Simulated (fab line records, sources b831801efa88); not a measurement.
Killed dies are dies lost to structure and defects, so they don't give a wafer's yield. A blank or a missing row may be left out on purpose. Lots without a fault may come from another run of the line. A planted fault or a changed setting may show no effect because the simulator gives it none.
Which tool did it? | flow sky130 | 6 lots, 18 wafers sampled, at 1 step of a route of 708

WHAT THE GAUGES READ, wafer by wafer
SKY_FIELD_ISO_CD_MEAS_13: target cd 150 nm.
lot  | measured    | on        | cd_nm (nm)
L634 | day 2 16:00 | cd_sem-02 | 150.1 149.4 149.1
L636 | day 3 01:17 | cd_sem-02 | 151.3 150.9 150.6
L639 | day 3 17:02 | cd_sem-02 | 148.6 149.7 149.8
L641 | day 4 06:44 | cd_sem-02 | 152.7 152.4 150.8
L645 | day 5 06:14 | cd_sem-01 | 152.3 150.4 152.2
L652 | day 6 15:33 | cd_sem-02 | 147.1 147.6 147.6

WHICH TOOL RAN EACH LOT (tool, then ch and the chambers of the sampled wafers, then the start)
The record holds no process step before these readings.

THE ANSWER, worked out from the rows above alone
Rule: what is usual is taken from the lots themselves. Put in order of their means at a reading, lots are off if they are a third of the lots or fewer, leave a main group of 4 or more, and stand apart from it by a gap of 3 or more times the standard deviation of the main group's means; of several such gaps the widest counts. A main group whose means are all the same, to the digits that the tables above print for the reading, isn't used. A lot without any number at a reading at which 4 lots or more have one is off too. The other lots that the step has rows for count as sound.
No lot is off at any reading shown: from this, nothing can be told.

WHAT THE SIMULATOR HAD PUT IN
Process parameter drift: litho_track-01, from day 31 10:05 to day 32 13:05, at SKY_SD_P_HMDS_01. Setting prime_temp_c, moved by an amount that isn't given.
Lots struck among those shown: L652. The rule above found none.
